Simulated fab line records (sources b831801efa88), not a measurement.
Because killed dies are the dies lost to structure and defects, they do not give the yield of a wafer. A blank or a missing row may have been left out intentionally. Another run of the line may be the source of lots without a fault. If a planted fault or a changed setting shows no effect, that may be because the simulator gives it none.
Which tool is to blame?    flow sky130    24 lots, 72 wafers sampled, at 6 steps of a route of 708

## WHAT THE GAUGES READ, wafer by wafer
SKY_VIA1_OVL_MEAS_13. Usual: VIA1_OVL 3 nm, standard deviation 5.5.
lot   measured      on          VIA1_OVL (nm)  flag
L075  day 34 03:40  overlay-02  14 4 11        
L074  day 34 05:46  overlay-01  8 4 5          
L076  day 34 18:04  overlay-01  1 3 3          
L077  day 34 23:37  overlay-01  8 1 7          
L078  day 36 05:19  overlay-02  4 -7 -10       
L079  day 36 07:02  overlay-01  -4 6 6         
L081  day 36 07:35  overlay-01  0 8 9          
L080  day 36 09:10  overlay-01  -1 11 2        
L082  day 36 14:21  overlay-02  8 -2 -3        
L083  day 36 23:19  overlay-01  -7 7 -9        
L084  day 37 07:10  overlay-02  12 -1 10       
L085  day 37 13:49  overlay-02  7 1 -5         
L086  day 37 21:34  overlay-02  3 0 -3         
L087  day 38 09:07  overlay-01  4 3 -6         
L088  day 38 13:35  overlay-02  -9 -2 -4       
L089  day 38 18:13  overlay-02  5 1 9          
L090  day 39 02:41  overlay-02  10 10 2        
L091  day 39 03:52  overlay-01  0 2 3          
L092  day 39 07:55  overlay-01  9 8 8          
L094  day 40 07:13  overlay-01  -1 -7 5        
L093  day 40 08:07  overlay-02  7 1 5          
L095  day 40 10:59  overlay-01  -2 3 5         
L096  day 40 16:13  overlay-02  -7 3 -1        
L097  day 40 23:05  overlay-02  -8 -7 -3       

SKY_VIA1_RS_MEAS_22: the measuring method here is four-point-probe. Usual: VIA1_W_RS 0.425 ohm/sq, standard deviation 0.0037.
lot   measured      on             VIA1_W_RS (ohm/sq)  flag
L075  day 34 04:33  film-metro-03  0.419 0.424 0.426   
L074  day 34 06:40  film-metro-03  0.424 0.421 0.421   
L076  day 34 18:56  film-metro-02  0.426 0.426 0.421   
L077  day 35 00:31  film-metro-03  0.419 0.425 0.429   
L078  day 36 06:12  film-metro-02  0.419 0.424 0.425   
L079  day 36 07:56  film-metro-02  0.427 0.424 0.425   
L081  day 36 08:29  film-metro-02  0.423 0.425 0.424   
L080  day 36 10:03  film-metro-01  0.428 0.428 0.424   
L082  day 36 15:14  film-metro-02  0.429 0.422 0.421   
L083  day 37 00:12  film-metro-02  0.427 0.423 0.426   
L084  day 37 08:02  film-metro-01  0.428 0.427 0.433   
L085  day 37 14:44  film-metro-02  0.425 0.422 0.414   
L086  day 37 22:27  film-metro-02  0.426 0.429 0.430   
L087  day 38 09:59  film-metro-01  0.431 0.425 0.430   
L088  day 38 14:28  film-metro-01  0.426 0.426 0.427   
L089  day 38 19:05  film-metro-02  0.422 0.419 0.424   
L090  day 39 03:35  film-metro-01  0.427 0.419 0.419   
L091  day 39 04:44  film-metro-01  0.432 0.426 0.419   
L092  day 39 08:49  film-metro-03  0.426 0.423 0.428   
L094  day 40 08:10  film-metro-03  0.424 0.424 0.430   
L093  day 40 09:04  film-metro-01  0.420 0.426 0.419   
L095  day 40 11:56  film-metro-02  0.425 0.423 0.426   
L096  day 40 17:06  film-metro-02  0.423 0.430 0.426   
L097  day 40 23:59  film-metro-01  0.429 0.434 0.429   

SKY_VIA4_BOW_MEAS_03. Usual: VIA4_BOW 78 um, standard deviation 7.8.
lot   measured      on             VIA4_BOW (um)  flag
L075  day 41 23:01  film-metro-04  77 70 69       
L074  day 42 03:23  film-metro-01  80 85 78       
L076  day 42 12:28  film-metro-04  87 76 74       
L077  day 42 19:12  film-metro-01  73 79 86       
L078  day 43 21:13  film-metro-01  85 81 72       
L079  day 43 22:50  film-metro-01  68 79 75       
L081  day 43 22:19  film-metro-04  82 79 69       
L080  day 43 23:19  film-metro-04  73 84 60       
L082  day 44 04:17  film-metro-01  83 77 85       
L083  day 44 10:30  film-metro-01  80 77 75       
L084  day 44 16:50  film-metro-01  95 81 89       
L085  day 44 23:44  film-metro-04  76 77 79       
L086  day 45 03:30  film-metro-03  70 75 82       
L087  day 45 21:35  film-metro-04  79 62 71       
L088  day 45 22:23  film-metro-03  92 77 77       
L089  day 45 23:40  film-metro-01  78 74 79       
L090  day 46 04:41  film-metro-01  70 72 68       
L091  day 46 05:41  film-metro-04  88 75 83       
L092  day 46 09:17  film-metro-03  80 72 83       
L094  day 47 05:28  film-metro-03  79 75 80       
L093  day 47 07:20  film-metro-01  80 73 68       
L095  day 47 08:58  film-metro-03  81 71 73       
L096  day 47 19:23  film-metro-04  71 67 78       
L097  day 47 22:19  film-metro-04  90 99 92       

SKY_METAL5_RS_MEAS_05: the measuring method here is four-point-probe. Usual: METAL5_ALCU_RS 0.02697 ohm/sq, standard deviation 0.00027.
lot   measured      on             METAL5_ALCU_RS (ohm/sq)  flag
L075  day 42 23:35  film-metro-02  0.02698 0.02673 0.02674  
L074  day 43 04:23  film-metro-04  0.02732 0.02714 0.02728  
L076  day 43 12:31  film-metro-03  0.02665 0.02629 0.02671  
L077  day 43 18:46  film-metro-03  0.0273 0.02741 0.02732   
L078  day 44 20:41  film-metro-02  0.02708 0.02703 0.02702  
L079  day 44 22:39  film-metro-02  0.02705 0.02693 0.02671  
L081  day 44 21:40  film-metro-04  0.02671 0.02666 0.02686  
L080  day 44 22:43  film-metro-04  0.0269 0.02739 0.02734   
L082  day 45 02:05  film-metro-03  0.02724 0.027 0.02698    
L083  day 45 08:42  film-metro-04  0.02677 0.02683 0.02694  
L084  day 45 16:05  film-metro-02  0.02692 0.02708 0.02709  
L085  day 45 23:19  film-metro-02  0.02668 0.02662 0.02674  
L086  day 46 02:58  film-metro-03  0.02713 0.0273 0.02731   
L087  day 46 19:51  film-metro-04  0.02724 0.02707 0.02716  
L088  day 46 20:22  film-metro-03  0.02704 0.02682 0.02671  
L089  day 46 21:40  film-metro-02  0.02673 0.02702 0.02697  
L090  day 47 01:17  film-metro-02  0.02641 0.02655 0.02645  
L091  day 47 03:56  film-metro-04  0.02688 0.02685 0.02668  
L092  day 47 07:00  film-metro-04  0.02684 0.02663 0.02697  
L094  day 48 01:25  film-metro-03  0.02757 0.02729 0.02738  
L093  day 48 02:31  film-metro-04  0.02693 0.02681 0.02689  
L095  day 48 04:26  film-metro-04  0.02684 0.02683 0.02714  
L096  day 48 15:05  film-metro-04  0.02733 0.02729 0.02742  
L097  day 48 18:55  film-metro-02  0.02713 0.02681 0.02743  

## WHAT TOOL EACH LOT RAN ON (gives the tool, then ch and the chambers of the sampled wafers, and finally the start)
lot   SKY_METAL4_DESCUM_15               SKY_VIA4_CMP_02
L075  rie-metal-02 ch 0,1, day 41 21:29  cmp-02 ch 0,1,3, day 41 22:48
L074  rie-metal-02 ch 1, day 42 01:43    cmp-01 ch 2,3, day 42 03:05
L076  rie-metal-04 ch 0,1, day 42 10:19  cmp-02 ch 0,1,2, day 42 12:10
L077  rie-metal-02 ch 0,1, day 42 17:43  cmp-01 ch 0,2,3, day 42 19:00
L078  rie-metal-04 ch 1, day 43 19:41    cmp-01 ch 1,2,3, day 43 20:53
L079  rie-metal-01 ch 0,1, day 43 21:20  cmp-02 ch 0,1,3, day 43 22:33
L081  rie-metal-01 ch 0,1, day 43 20:19  cmp-01 ch 0,2,3, day 43 22:02
L080  rie-metal-02 ch 0,1, day 43 21:44  cmp-02 ch 1,2, day 43 23:01
L082  rie-metal-04 ch 0,1, day 44 02:19  cmp-01 ch 0,1,2, day 44 04:04
L083  rie-metal-01 ch 0,1, day 44 09:01  cmp-01 ch 0,1, day 44 10:11
L084  rie-metal-01 ch 0,1, day 44 15:20  cmp-01 ch 1,3, day 44 16:35
L085  rie-metal-04 ch 0,1, day 44 22:14  cmp-02 ch 0,1,3, day 44 23:32
L086  rie-metal-01 ch 0,1, day 45 02:02  cmp-01 ch 1,2,3, day 45 03:12
L087  rie-metal-02 ch 0,1, day 45 20:07  cmp-02 ch 1,2,3, day 45 21:26
L088  rie-metal-04 ch 0,1, day 45 20:49  cmp-01 ch 0,2, day 45 22:07
L089  rie-metal-01 ch 0,1, day 45 22:10  cmp-01 ch 0,1,2, day 45 23:25
L090  rie-metal-02 ch 0,1, day 46 03:11  cmp-01 ch 0,1,3, day 46 04:27
L091  rie-metal-04 ch 0,1, day 46 04:11  cmp-01 ch 0,1,2, day 46 05:23
L092  rie-metal-01 ch 0,1, day 46 07:47  cmp-02 ch 1,2,3, day 46 09:02
L094  rie-metal-02 ch 0,1, day 47 03:56  cmp-01 ch 1,2, day 47 05:10
L093  rie-metal-01 ch 0,1, day 47 05:47  cmp-01 ch 0,2,3, day 47 07:05
L095  rie-metal-02 ch 0,1, day 47 07:24  cmp-02 ch 0,1, day 47 08:37
L096  rie-metal-02 ch 0,1, day 47 15:53  cmp-02 ch 0,1,3, day 47 19:05
L097  rie-metal-04 ch 0,1, day 47 19:17  cmp-01 ch 0,1, day 47 22:01
- SKY_METAL4_DESCUM_15: chemistry O2, time 8 s.
- SKY_VIA4_CMP_02: polishes SiO2.

## WHAT THE TOOLS THEMSELVES READ (means of the sampled wafers that have a number; where no wafer has one, the mark that the record gives instead)
SKY_METAL4_DESCUM_15. Usual: drypump-motor-current-A 5.8 A, standard deviation 0.55; oes-product-au 1.002 a.u., standard deviation 0.0069.
lot   tool          drypump-motor-current-A (A)  oes-product-au (a.u.)  flag
L075  rie-metal-02  6.0                          0.993                  
L074  rie-metal-02  6.0                          1.010                  
L076  rie-metal-04  5.3                          0.998                  
L077  rie-metal-02  5.9                          1.004                  
L078  rie-metal-04  4.7                          1.001                  
L079  rie-metal-01  5.5                          1.002                  
L081  rie-metal-01  5.5                          1.001                  
L080  rie-metal-02  6.0                          1.002                  
L082  rie-metal-04  5.3                          1.000                  
L083  rie-metal-01  5.8                          1.005                  
L084  rie-metal-01  5.8                          1.006                  
L085  rie-metal-04  5.3                          1.011                  
L086  rie-metal-01  5.8                          1.003                  
L087  rie-metal-02  6.0                          0.994                  
L088  rie-metal-04  5.8                          1.006                  
L089  rie-metal-01  5.8                          0.994                  
L090  rie-metal-02  6.0                          0.999                  
L091  rie-metal-04  5.3                          1.003                  
L092  rie-metal-01  5.8                          0.996                  
L094  rie-metal-02  6.0                          1.002                  
L093  rie-metal-01  5.8                          0.994                  
L095  rie-metal-02  5.9                          1.005                  
L096  rie-metal-02  5.9                          0.997                  
L097  rie-metal-04  5.3                          0.999                  

SKY_VIA4_CMP_02. Usual: motor-current-A 11.8 A, standard deviation 0.9; slurry-flow-ml-min 150.0, standard deviation 0.44.
lot   tool    motor-current-A (A)  slurry-flow-ml-min  flag
L075  cmp-02  12.5                 149.8               
L074  cmp-01  11.5                 149.6               
L076  cmp-02  12.3                 150.0               
L077  cmp-01  11.9                 150.0               
L078  cmp-01  11.1                 149.7               
L079  cmp-02  12.7                 150.7               
L081  cmp-01  12.3                 149.7               
L080  cmp-02  12.6                 150.3               
L082  cmp-01  11.8                 150.2               
L083  cmp-01  11.9                 149.5               
L084  cmp-01  11.7                 150.2               
L085  cmp-02  12.0                 149.8               
L086  cmp-01  11.1                 149.8               
L087  cmp-02  12.7                 150.0               
L088  cmp-01  11.8                 149.8               
L089  cmp-01  11.8                 149.8               
L090  cmp-01  11.8                 149.9               
L091  cmp-01  11.4                 149.5               
L092  cmp-02  12.4                 150.0               
L094  cmp-01  10.5                 149.9               
L093  cmp-01  11.9                 149.9               
L095  cmp-02  12.1                 150.3               
L096  cmp-02  12.6                 149.9               
L097  cmp-01  11.9                 149.8               

## THE ANSWER, worked out from the rows above alone
Rule: take the mean of a lot's wafers that have a number; if it is more than 3 standard deviations from the usual mean, the lot is off. Also off: a lot with no number at a reading for which 4 or more lots have one. All remaining lots with rows at the step are treated as sound. Order of review: gauges by route order, followed by the tools' own readings, for which a lot's mean as printed above is used. The first step at which some lot is off is used, and at that step the reading that is off furthest; a lot without a number counts as furthest.
No lot is off at any reading shown: from this, nothing can be told.

## WHAT WAS PUT IN BY THE SIMULATOR
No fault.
